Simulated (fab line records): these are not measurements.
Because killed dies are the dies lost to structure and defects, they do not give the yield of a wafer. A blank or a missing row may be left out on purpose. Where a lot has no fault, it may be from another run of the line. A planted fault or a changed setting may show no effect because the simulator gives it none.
Which of the tools did it?    flow gf180mcu    12 lots, 36 wafers sampled, at 5 steps of a route of 602

WHAT THE GAUGES READ, wafer by wafer
GF_HV_LDD_THK_MEAS_55.
lot   measured      on             HV_LDD_CVD_54_THK (nm)
L698  day 12 16:22  film_metro-04  9.88 9.87 10.11
L699  day 13 01:50  film_metro-04  9.73 9.66 9.78
L700  day 13 07:29  film_metro-01  10.12 10.10 10.15
L704  day 14 18:28  film_metro-01  10.17 10.22 10.14
L705  day 15 04:02  film_metro-01  10.10 10.20 10.17
L706  day 15 13:01  film_metro-04  9.57 9.56 9.58
L710  day 16 20:51  film_metro-01  9.86 9.98 9.88
L715  day 18 12:43  film_metro-04  9.96 10.01 9.95
L716  day 18 19:49  film_metro-03  10.02 10.05 10.05
L717  day 19 04:41  film_metro-03  10.11 10.05 9.93
L719  day 19 20:17  film_metro-03  10.07 10.01 9.96
L720  day 20 09:50  film_metro-03  10.00 10.16 10.25

GF_PSD_RS_MEAS_14: a four-point-probe measurement.
lot   measured      on             NSD_RS (ohm/sq)
L698  day 14 11:04  film_metro-02  45.99 45.97 46.10
L699  day 14 21:23  film_metro-04  46.15 46.06 46.10
L700  day 15 05:19  film_metro-04  46.18 46.12 46.25
L704  day 16 18:03  film_metro-04  42.57 42.51 42.51
L705  day 17 04:02  film_metro-03  42.47 42.44 42.41
L706  day 17 12:16  film_metro-03  42.53 42.65 42.51
L710  day 18 22:35  film_metro-03  46.21 46.04 45.95
L715  day 20 15:28  film_metro-04  46.11 46.16 46.11
L716  day 20 22:37  film_metro-03  46.09 46.14 46.12
L717  day 21 07:15  film_metro-04  46.21 46.15 46.19
L719  day 21 22:17  film_metro-02  46.08 46.18 46.12
L720  day 22 10:40  film_metro-02  46.19 46.20 46.22

GF_PSD_RS_MEAS_15: a four-point-probe measurement.
lot   measured      on             PSD_RS (ohm/sq)
L698  day 14 11:11  film_metro-02  108.23 108.21 108.32
L699  day 14 21:30  film_metro-04  108.96 108.63 108.50
L700  day 15 05:26  film_metro-04  108.55 108.25 108.35
L704  day 16 18:10  film_metro-04  98.04 97.97 98.18
L705  day 17 04:10  film_metro-03  98.61 98.53 98.23
L706  day 17 12:23  film_metro-03  98.78 98.89 98.91
L710  day 18 22:43  film_metro-03  108.63 108.47 108.44
L715  day 20 15:35  film_metro-04  108.72 108.72 108.74
L716  day 20 22:44  film_metro-03  108.96 108.37 108.27
L717  day 21 07:22  film_metro-04  108.93 108.95 108.65
L719  day 21 22:25  film_metro-02  108.88 108.79 108.05
L720  day 22 10:47  film_metro-02  108.73 108.67 108.64

WHICH TOOL RAN EACH LOT (tool, then ch and the chambers of the sampled wafers, then the start)
lot   GF_POLY_GATE_STRIP_14                 GF_PSD_RTA_13
L698  plasma_asher-03 ch 0,1, day 9 11:58   rtp_anneal-02 ch 0, day 14 10:58
L699  plasma_asher-01 ch 0,1, day 9 18:52   rtp_anneal-01 ch 0, day 14 21:17
L700  plasma_asher-01 ch 0, day 10 01:49    rtp_anneal-02 ch 0, day 15 05:14
L704  plasma_asher-03 ch 0,1, day 11 06:10  rtp_anneal-01 ch 0, day 16 17:58
L705  plasma_asher-02 ch 0,1, day 11 14:51  rtp_anneal-01 ch 0, day 17 03:57
L706  plasma_asher-03 ch 0,1, day 11 22:43  rtp_anneal-01 ch 0, day 17 12:10
L710  plasma_asher-02 ch 0,1, day 13 02:51  rtp_anneal-02 ch 0, day 18 22:29
L715  plasma_asher-01 ch 0,1, day 14 14:54  rtp_anneal-02 ch 0, day 20 15:22
L716  plasma_asher-02 ch 0,1, day 14 19:07  rtp_anneal-01 ch 0, day 20 22:31
L717  plasma_asher-02 ch 0,1, day 15 02:55  rtp_anneal-02 ch 0, day 21 07:10
L719  plasma_asher-02 ch 0,1, day 15 14:24  rtp_anneal-01 ch 0, day 21 22:11
L720  plasma_asher-03 ch 0,1, day 16 05:34  rtp_anneal-02 ch 0, day 22 10:34
- GF_POLY_GATE_STRIP_14: strips in O2/N2.
- GF_PSD_RTA_13: time 20 s.

AS READ BY THE TOOLS THEMSELVES (means over the sampled wafers that have a number; for cases with no such wafer, the mark the record gives instead)
GF_POLY_GATE_STRIP_14.
lot   tool             drypump_motor_current_A (A)  heater_power_w (W)  oes_product_au (a.u.)
L698  plasma_asher-03  6.0                          310                 0.504
L699  plasma_asher-01  5.8                          342                 0.502
L700  plasma_asher-01  5.6                          335                 0.505
L704  plasma_asher-03  5.6                          297                 0.500
L705  plasma_asher-02  6.0                          374                 0.510
L706  plasma_asher-03  5.6                          297                 0.504
L710  plasma_asher-02  6.1                          399                 0.504
L715  plasma_asher-01  5.7                          342                 0.501
L716  plasma_asher-02  6.2                          394                 0.504
L717  plasma_asher-02  6.0                          374                 0.503
L719  plasma_asher-02  6.1                          393                 0.503
L720  plasma_asher-03  5.6                          302                 0.507

GF_PSD_RTA_13.
lot   tool           lamp_power_pct (%)  wafer_temp_C_max
L698  rtp_anneal-02  31.18               1033.0
L699  rtp_anneal-01  31.16               1029.3
L700  rtp_anneal-02  31.19               1032.6
L704  rtp_anneal-01  31.21               1029.6
L705  rtp_anneal-01  31.19               1029.6
L706  rtp_anneal-01  31.19               1028.5
L710  rtp_anneal-02  31.21               1033.4
L715  rtp_anneal-02  31.23               1033.0
L716  rtp_anneal-01  31.18               1030.2
L717  rtp_anneal-02  31.20               1032.7
L719  rtp_anneal-01  31.18               1030.6
L720  rtp_anneal-02  31.21               1034.3

THE ANSWER, worked out from the rows above alone
Rule: the lots themselves supply what counts as usual. The widest of any qualifying gaps counts: lots, ordered by their means at a reading, are off when they make up no more than a third of the lots, leave a main group of 4 or more, and stand apart from it by 3 or more times the standard deviation of that group's means. The tables above print the reading to a certain number of digits; a main group whose means all agree to those digits is not used. Also off: a lot with no number at a reading for which 4 or more lots have one. The other lots that the step has rows for count as sound. The gauges are gone through in route order, then the tools' own readings, and for those a lot's mean is taken as printed above. At the first step where some lot is off, the reading lying furthest off is the one used; lots without a number count as furthest.
Off: L704, L705, L706, at GF_PSD_RS_MEAS_14 (NSD_RS). The main group has a mean of 46.13 ohm/sq with a standard deviation of 0.056.
A tool fits if, at a process step before that reading, it ran every lot that is off, and no sound lot after the first of them. Those tools and the gauges at GF_PSD_RS_MEAS_14 are tried in the same way. Not one of the candidates tried fits.

WHAT THE SIMULATOR HAD PUT IN
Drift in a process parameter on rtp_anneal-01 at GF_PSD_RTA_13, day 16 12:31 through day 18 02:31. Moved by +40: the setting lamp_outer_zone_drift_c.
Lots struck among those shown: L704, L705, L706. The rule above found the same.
